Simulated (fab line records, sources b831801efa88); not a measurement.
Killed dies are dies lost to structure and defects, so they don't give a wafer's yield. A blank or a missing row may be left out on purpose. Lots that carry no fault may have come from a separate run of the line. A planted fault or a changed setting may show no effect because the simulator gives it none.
Which tool is to blame? || flow sky130 || 39 wafers from 13 lots sampled at 4 of the route's 708 steps

## WHAT EACH GAUGE READ, for each wafer
SKY_METAL3_OVL_MEAS_14.
{"lot": "L110", "measured": "day 38 23:17", "on": "overlay-02", "METAL3_OVL (nm)": "-6 -8 -12"}
{"lot": "L111", "measured": "day 39 01:02", "on": "overlay-01", "METAL3_OVL (nm)": "2 1 -2"}
{"lot": "L112", "measured": "day 39 04:14", "on": "overlay-02", "METAL3_OVL (nm)": "-4 4 0"}
{"lot": "L113", "measured": "day 39 07:58", "on": "overlay-01", "METAL3_OVL (nm)": "-1 -5 1"}
{"lot": "L114", "measured": "day 39 12:19", "on": "overlay-02", "METAL3_OVL (nm)": "-5 -7 -4"}
{"lot": "L116", "measured": "day 40 08:52", "on": "overlay-01", "METAL3_OVL (nm)": "-2 -4 5"}
{"lot": "L119", "measured": "day 41 07:35", "on": "overlay-01", "METAL3_OVL (nm)": "-5 -1 -2"}
{"lot": "L120", "measured": "day 41 21:47", "on": "overlay-01", "METAL3_OVL (nm)": "1 -1 4"}
{"lot": "L121", "measured": "day 42 10:43", "on": "overlay-02", "METAL3_OVL (nm)": "-9 3 -12"}
{"lot": "L123", "measured": "day 42 16:14", "on": "overlay-01", "METAL3_OVL (nm)": "-9 -12 -10"}
{"lot": "L124", "measured": "day 42 23:44", "on": "overlay-01", "METAL3_OVL (nm)": "1 4 0"}
{"lot": "L127", "measured": "day 43 11:43", "on": "overlay-01", "METAL3_OVL (nm)": "10 6 0"}
{"lot": "L131", "measured": "day 44 13:00", "on": "overlay-01", "METAL3_OVL (nm)": "1 7 3"}

SKY_VIA3_THK_MEAS_01.
{"lot": "L110", "measured": "day 39 00:25", "on": "film_metro-03", "VIA3_HDPCVD_THK (nm)": "1633 1590 1632"}
{"lot": "L111", "measured": "day 39 02:16", "on": "film_metro-04", "VIA3_HDPCVD_THK (nm)": "1636 1627 1591"}
{"lot": "L112", "measured": "day 39 05:28", "on": "film_metro-04", "VIA3_HDPCVD_THK (nm)": "1669 1650 1652"}
{"lot": "L113", "measured": "day 39 09:26", "on": "film_metro-04", "VIA3_HDPCVD_THK (nm)": "1651 1629 1649"}
{"lot": "L114", "measured": "day 39 13:29", "on": "film_metro-03", "VIA3_HDPCVD_THK (nm)": "1622 1615 1636"}
{"lot": "L116", "measured": "day 40 10:01", "on": "film_metro-02", "VIA3_HDPCVD_THK (nm)": "1606 1630 1617"}
{"lot": "L119", "measured": "day 41 08:44", "on": "film_metro-02", "VIA3_HDPCVD_THK (nm)": "1630 1613 1607"}
{"lot": "L120", "measured": "day 41 22:58", "on": "film_metro-02", "VIA3_HDPCVD_THK (nm)": "1664 1639 1648"}
{"lot": "L121", "measured": "day 42 11:58", "on": "film_metro-04", "VIA3_HDPCVD_THK (nm)": "1640 1644 1611"}
{"lot": "L123", "measured": "day 42 17:22", "on": "film_metro-02", "VIA3_HDPCVD_THK (nm)": "1620 1638 1583"}
{"lot": "L124", "measured": "day 43 01:03", "on": "film_metro-02", "VIA3_HDPCVD_THK (nm)": "1643 1654 1626"}
{"lot": "L127", "measured": "day 43 12:51", "on": "film_metro-02", "VIA3_HDPCVD_THK (nm)": "1641 1625 1645"}
{"lot": "L131", "measured": "day 44 14:10", "on": "film_metro-02", "VIA3_HDPCVD_THK (nm)": "1046 1079 1645"}

## WHICH TOOL RAN EACH LOT (tool, then ch and the chambers of the sampled wafers, then the start)
{"lot": "L110", "SKY_VIA2_SPUTTER_20": "pvd_sputter-03, day 36 17:50", "SKY_VIA3_HDPCVD_00": "hdpcvd-01 ch 0,1,2, day 39 00:15"}
{"lot": "L111", "SKY_VIA2_SPUTTER_20": "pvd_sputter-02, day 36 19:46", "SKY_VIA3_HDPCVD_00": "hdpcvd-02 ch 0,1,2, day 39 02:05"}
{"lot": "L112", "SKY_VIA2_SPUTTER_20": "pvd_sputter-03, day 36 23:09", "SKY_VIA3_HDPCVD_00": "hdpcvd-02 ch 0,1,2, day 39 05:21"}
{"lot": "L113", "SKY_VIA2_SPUTTER_20": "pvd_sputter-01, day 37 04:28", "SKY_VIA3_HDPCVD_00": "hdpcvd-02 ch 0,1,2, day 39 09:17"}
{"lot": "L114", "SKY_VIA2_SPUTTER_20": "pvd_sputter-02, day 37 07:18", "SKY_VIA3_HDPCVD_00": "hdpcvd-02 ch 0,1,2, day 39 13:18"}
{"lot": "L116", "SKY_VIA2_SPUTTER_20": "pvd_sputter-02, day 38 05:22", "SKY_VIA3_HDPCVD_00": "hdpcvd-02 ch 0,1,2, day 40 09:51"}
{"lot": "L119", "SKY_VIA2_SPUTTER_20": "pvd_sputter-02, day 39 05:13", "SKY_VIA3_HDPCVD_00": "hdpcvd-01 ch 0,1,2, day 41 08:37"}
{"lot": "L120", "SKY_VIA2_SPUTTER_20": "pvd_sputter-03, day 39 20:26", "SKY_VIA3_HDPCVD_00": "hdpcvd-02 ch 0,1, day 41 22:47"}
{"lot": "L121", "SKY_VIA2_SPUTTER_20": "pvd_sputter-03, day 40 09:00", "SKY_VIA3_HDPCVD_00": "hdpcvd-02 ch 0,1,2, day 42 11:47"}
{"lot": "L123", "SKY_VIA2_SPUTTER_20": "pvd_sputter-03, day 40 16:04", "SKY_VIA3_HDPCVD_00": "hdpcvd-01 ch 0,1, day 42 17:11"}
{"lot": "L124", "SKY_VIA2_SPUTTER_20": "pvd_sputter-02, day 40 23:43", "SKY_VIA3_HDPCVD_00": "hdpcvd-01 ch 0,1,2, day 43 00:52"}
{"lot": "L127", "SKY_VIA2_SPUTTER_20": "pvd_sputter-02, day 41 12:29", "SKY_VIA3_HDPCVD_00": "hdpcvd-01 ch 0,1,2, day 43 12:40"}
{"lot": "L131", "SKY_VIA2_SPUTTER_20": "pvd_sputter-02, day 42 13:46", "SKY_VIA3_HDPCVD_00": "hdpcvd-01 ch 0,1,2, day 44 13:59"}
- SKY_VIA2_SPUTTER_20: material TiN, target thk 20 nm, time 80 s.
- SKY_VIA3_HDPCVD_00: deposits SiO2, target thk 1635 nm, time 272.5 s.

## AS READ BY THE TOOLS THEMSELVES (means over the sampled wafers that have a number; for cases with no such wafer, the mark the record gives instead)
SKY_VIA2_SPUTTER_20.
{"lot": "L110", "tool": "pvd_sputter-03", "throttle_valve_pct (%)": 28.9}
{"lot": "L111", "tool": "pvd_sputter-02", "throttle_valve_pct (%)": 28.6}
{"lot": "L112", "tool": "pvd_sputter-03", "throttle_valve_pct (%)": 28.9}
{"lot": "L113", "tool": "pvd_sputter-01", "throttle_valve_pct (%)": 30.4}
{"lot": "L114", "tool": "pvd_sputter-02", "throttle_valve_pct (%)": 28.5}
{"lot": "L116", "tool": "pvd_sputter-02", "throttle_valve_pct (%)": 28.8}
{"lot": "L119", "tool": "pvd_sputter-02", "throttle_valve_pct (%)": 28.4}
{"lot": "L120", "tool": "pvd_sputter-03", "throttle_valve_pct (%)": 29.5}
{"lot": "L121", "tool": "pvd_sputter-03", "throttle_valve_pct (%)": 29.5}
{"lot": "L123", "tool": "pvd_sputter-03", "throttle_valve_pct (%)": 29.3}
{"lot": "L124", "tool": "pvd_sputter-02", "throttle_valve_pct (%)": 28.6}
{"lot": "L127", "tool": "pvd_sputter-02", "throttle_valve_pct (%)": 28.6}
{"lot": "L131", "tool": "pvd_sputter-02", "throttle_valve_pct (%)": 28.7}

## THE ANSWER, worked out from the rows above alone
Rule: usual is defined by the lots themselves. Put in order of their means at a reading, lots are off if they are a third of the lots or fewer, leave a main group of 4 or more, and stand apart from it by a gap of 3 or more times the standard deviation of the main group's means; of several such gaps the widest counts. A main group is skipped when, at the precision printed for the reading in the tables above, its means are all equal. Also off: a lot with no number at a reading for which 4 or more lots have one. All remaining lots with rows at the step are treated as sound. The gauges are gone through in route order, then the tools' own readings, and for those a lot's mean is taken as printed above. At the first step where some lot is off, the reading lying furthest off is the one used; lots without a number count as furthest.
Off: L131, seen at SKY_VIA3_THK_MEAS_01 (VIA3_HDPCVD_THK). Mean 1631 nm and standard deviation 14 in the main group.
A tool fits if, at a process step before that reading, it ran every lot that is off, and no sound lot after the first of them. The gauges at SKY_VIA3_THK_MEAS_01 are tried like those tools. Can't be told from this: 3 tools fit, pvd_sputter-02 at SKY_VIA2_SPUTTER_20, hdpcvd-01 at SKY_VIA3_HDPCVD_00, film_metro-02 at SKY_VIA3_THK_MEAS_01.

## WHAT THE SIMULATOR PUT IN
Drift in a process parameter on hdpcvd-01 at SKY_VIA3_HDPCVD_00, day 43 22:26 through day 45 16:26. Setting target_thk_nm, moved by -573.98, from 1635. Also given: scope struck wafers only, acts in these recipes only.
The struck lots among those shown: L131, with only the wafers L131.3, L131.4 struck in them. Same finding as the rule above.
